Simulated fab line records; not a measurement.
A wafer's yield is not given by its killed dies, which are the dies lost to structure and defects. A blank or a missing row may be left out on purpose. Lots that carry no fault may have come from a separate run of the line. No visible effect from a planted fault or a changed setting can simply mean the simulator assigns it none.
Which tool did it?    flow sky130    Sampling: 14 lots, 42 wafers, 2 of 708 route steps

WHAT THE GAUGES SHOWED, per wafer
The record lacks any reading of a measuring or inspecting step that a usual standard deviation could be used to judge.

WHICH TOOL RAN EACH LOT (tool, then ch and the chambers of the sampled wafers, then the start)
lot   SKY_LI_CONTACT_CMP_02          SKY_PAD_OPEN_PROBE_99
L798  cmp-02 ch 0,2,3, day 27 08:05  -
L799  cmp-02 ch 1,2,3, day 27 16:50  -
L800  cmp-01 ch 0,3, day 28 07:12    -
L801  cmp-02 ch 0,1,3, day 28 14:08  -
L802  cmp-01 ch 0,3, day 28 23:35    -
L803  cmp-01 ch 0,2,3, day 29 05:59  -
L805  cmp-01 ch 0,1,3, day 30 01:37  -
L807  cmp-01 ch 0,1, day 31 23:20    -
L808  cmp-02 ch 0,2,3, day 31 23:57  prober-01, day 48 10:22
L811  cmp-02 ch 1,2,3, day 32 10:37  prober-02, day 48 16:14
L818  cmp-01 ch 0,1,2, day 34 13:58  -
L819  cmp-02 ch 1,2,3, day 35 01:08  -
L820  cmp-01 ch 0,3, day 35 02:51    -
L821  cmp-01 ch 0,1, day 35 04:56    -
- SKY_LI_CONTACT_CMP_02: polishes PSG.
- SKY_PAD_OPEN_PROBE_99

WHAT THE TOOLS THEMSELVES READ (means of the sampled wafers that have a number; where no wafer has one, the mark that the record gives instead)
SKY_LI_CONTACT_CMP_02.
lot   tool    motor-current-A (A)  time-to-endpoint-s (s)
L798  cmp-02  11.7                 34.8
L799  cmp-02  12.1                 32.9
L800  cmp-01  13.1                 37.7
L801  cmp-02  11.6                 31.4
L802  cmp-01  12.9                 33.9
L803  cmp-01  12.7                 35.9
L805  cmp-01  12.7                 32.6
L807  cmp-01  13.1                 31.5
L808  cmp-02  11.4                 34.7
L811  cmp-02  12.0                 32.0
L818  cmp-01  12.4                 33.7
L819  cmp-02  12.1                 34.8
L820  cmp-01  13.4                 38.8
L821  cmp-01  13.0                 36.5

SKY_PAD_OPEN_PROBE_99.
lot   tool       killed_at_M0_to_M3  killed_at_M4_up  killed-at-contacts  killed-at-front-end  killed-at-other  killed-dies  killed-on-rim  killed-open  killed-short
L808  prober-01  37                  3.0              86                  14                   0.0              140          25             43           35
L811  prober-02  44                  4.3              81                  15                   0.0              145          31             46           37

THE ANSWER, worked out from the rows above alone
Rule: the lots themselves supply what counts as usual. The widest of any qualifying gaps counts: lots, ordered by their means at a reading, are off when they make up no more than a third of the lots, leave a main group of 4 or more, and stand apart from it by 3 or more times the standard deviation of that group's means. Not used: any main group whose means are identical at the precision the tables above print for the reading. A lot without any number at a reading at which 4 lots or more have one is off too. All remaining lots with rows at the step are treated as sound. The gauges are gone through in route order, then the tools' own readings, and for those a lot's mean is taken as printed above. At the first step where some lot is off, the reading lying furthest off is the one used; lots without a number count as furthest.
None of the lots is off at any reading shown; this tells nothing.

WHAT THE SIMULATOR HAD PUT IN
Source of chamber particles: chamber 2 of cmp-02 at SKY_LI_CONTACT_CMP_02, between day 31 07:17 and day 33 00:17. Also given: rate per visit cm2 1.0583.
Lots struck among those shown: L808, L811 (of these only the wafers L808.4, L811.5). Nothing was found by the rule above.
